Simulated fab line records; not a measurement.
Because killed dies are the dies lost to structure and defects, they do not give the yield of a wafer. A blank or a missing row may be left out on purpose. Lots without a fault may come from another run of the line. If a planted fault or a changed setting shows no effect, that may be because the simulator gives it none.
A struck lot beside a sound one	flow gf180mcu	14 steps out of a route of 602
Sound: the wafers L100.2, L100.3, L100.4. Wafers struck: L109.1, L109.3, L109.5. At the end, the cause is stated.
For every step that has rows: the tool of each side, followed by ch and its chambers, followed by its first start. Under that, the readings that differ: sound wafers	struck wafers	difference of the means	sigmas: that difference in standard deviations of wafers without a fault.
alike: same words and numbers on both sides, and readings whose means sit less than 2 such deviations apart. not compared: any withheld reading, any reading some wafer has no value for, any bound like >300 that may hide the same value, and any number with overlapping values for which the record gives no deviation.
Wherever a step has rows on one side only, a row that says differs or no value, or a row with sigmas, the two part there. When numbers do not overlap yet have no deviation, they are printed without sigmas and do not part them. Lack of a reading on every wafer of one side parts them only where that side has two or more wafers.

first, 1 step without rows for these wafers: GF_DUAL_GATE_WET_ETCH_12 (etches SiO2 in dHF, target depth 13 nm, time 260 s).
GF_DUAL_GATE_STRIP_13: strips in O2/N2.
  sound on plasmaAsher-01 ch 0,1, day 10 06:04; struck on plasmaAsher-02 ch 0,1, day 13 08:58
reading	sound	struck	difference	sigmas
stripTimeToEndpointS (s)	12.70 12.67 12.67	12.64 12.59 12.60	-0.07	-2
  alike: drypumpMotorCurrentA, heaterPowerW, n2FlowSccm, oesProductAu
  not compared: rfHoursCounterH
then, 3 steps without rows for these wafers: GF_DUAL_GATE_CLEAN_14 (cleans in SC1/SC2, time 150 s); GF_DUAL_GATE_OXIDATION_15 (stabilise 600 s, purge 300 s, target thk 7.098 nm); GF_POLY_GATE_CVD_00 (deposits poly-Si, target thk 200 nm, time 1200 s).
GF_POLY_GATE_THK_MEAS_01:
  sound on filmMetro-02 at day 10 10:43; struck on filmMetro-03 at day 13 12:40
reading	sound	struck	difference	sigmas
POLY_GATE_CVD_00_THK (nm)	203.8 202.6 204.6	197.2 197.0 200.5	-5.4	-3
then, 6 steps without rows for these wafers: GF_POLY_GATE_DEHYDRATE_02 (time 60 s); GF_POLY_GATE_HMDS_03 (prime time 60 s); GF_POLY_GATE_COAT_04; GF_POLY_GATE_COAT_05 (resist thk 700 nm); GF_POLY_GATE_SOFTBAKE_06 (time 60 s); GF_POLY_GATE_EXPOSE_07 (exposes mask Poly2, target cd 280 nm).
GF_POLY_GATE_PEB_08: peb time 90 s.
  sound on lithoTrack-01 ch 0, day 11 04:23; struck on lithoTrack-01, day 14 08:48
  no value came back on the struck wafers for chillPlateTempC (C), exhaustPa (Pa); on the sound wafers chillPlateTempC (C) reads 22.84 22.86 22.80
then, 1 step without rows for these wafers: GF_POLY_GATE_DEVELOP_09 (develop time 60 s).

WHERE THEY PART
At GF_DUAL_GATE_STRIP_13 first; at GF_POLY_GATE_PEB_08 last (within this record only).

WHY: whatever the simulator had introduced
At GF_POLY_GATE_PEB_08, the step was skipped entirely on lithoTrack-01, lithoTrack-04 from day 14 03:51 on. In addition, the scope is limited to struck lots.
